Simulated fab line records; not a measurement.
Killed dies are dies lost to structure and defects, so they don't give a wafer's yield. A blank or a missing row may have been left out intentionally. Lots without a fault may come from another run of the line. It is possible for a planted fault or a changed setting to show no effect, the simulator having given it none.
2 desks, one fault    flow gf180mcu    each desk holds nothing but its own numbers, with what lay behind them at the end

## THE METROLOGY DESK
Lot by lot, what the gauges showed, no matter which tool ran the lot: averages of those sampled wafers that carry a number. Marked OUT: a lot whose mean sits more than 4 standard deviations from the usual mean, which makes it out of limits; the brackets give that distance.
Columns: A = VT_IMPLANT_01_OVL at GF_VT_IMPLANT_OVL_MEAS_18, usual 1.7 nm; B = HV_LDD_4_TW at GF_HV_LDD_TW_MEAS_50, usual 571
lot   first seen here  A     B
L210  day 6 13:22      0.5   568
L211  day 6 16:23      -0.5  570
L214  day 7 15:10      2.8   574
L218  day 8 17:25      3.4   578
L219  day 8 20:52      0.1   577
L221  day 9 06:33      1.5   564
L223  day 9 19:35      3.3   568
L225  day 10 05:31     2.1   574
L227  day 10 20:34     1.2   579
L228  day 11 01:44     1.5   566
L231  day 11 19:27     1.7   578
L232  day 12 00:41     -0.1  575
L233  day 12 04:28     1.4   578
Result from this desk: across the 13 lots, nothing is out of limits.

## THE TOOL OWNER'S DESK: rie-diel-02
The tool's own readings at GF_HV_LDD_ETCHBACK_58 (etches Si3N4 in CH3F/O2, stops on SiO2, time 100 s, target depth 90 nm): means of the sampled wafers that have a number, for each lot that ran on this tool. Marked OUT: a lot whose mean sits more than 4 standard deviations from the usual mean, which makes it out of limits; the brackets give that distance.
Columns: A = bias-w at GF_HV_LDD_ETCHBACK_58, usual 80.05 W; B = drypump-motor-current-A at GF_HV_LDD_ETCHBACK_58, usual 5.8 A; C = oes-product-au at GF_HV_LDD_ETCHBACK_58, usual 0.844 a.u.; D = throttle-valve-pct at GF_HV_LDD_ETCHBACK_58, usual 10.562 %
lot   first seen here  A                B    C      D
L211  day 12 23:35     79.79            6.0  0.852  10.568
L214  day 14 06:49     79.80            5.8  0.850  10.565
L218  day 15 17:34     77.45 (-10) OUT  6.0  0.841  10.557
L219  day 15 22:19     77.46 (-10) OUT  5.8  0.842  10.556
Finding of this desk: L218, L219 out of limits; the first was L218 at day 15 17:34, on bias-w at GF_HV_LDD_ETCHBACK_58. In limits: L211, L214.

## ALL TOGETHER
An alarm could have come from the tool owner's desk at day 15 17:34, on L218, L219.
From the metrology desk's view, nothing was out of limits.
The metrology desk has L218, L219 on record, within its limits.
GF_HV_LDD_ETCHBACK_58 was run on rie-diel-02 by each of the lots named.

## WHAT WAS PUT IN BY THE SIMULATOR
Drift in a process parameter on rie-diel-02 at GF_HV_LDD_ETCHBACK_58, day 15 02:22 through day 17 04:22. From 80, the setting bias-w moved by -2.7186. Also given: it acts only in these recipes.
Shown lots that were struck: L218, L219.
Hours from the fault's start to each desk's first reading out of limits: the tool owner's desk, 15.
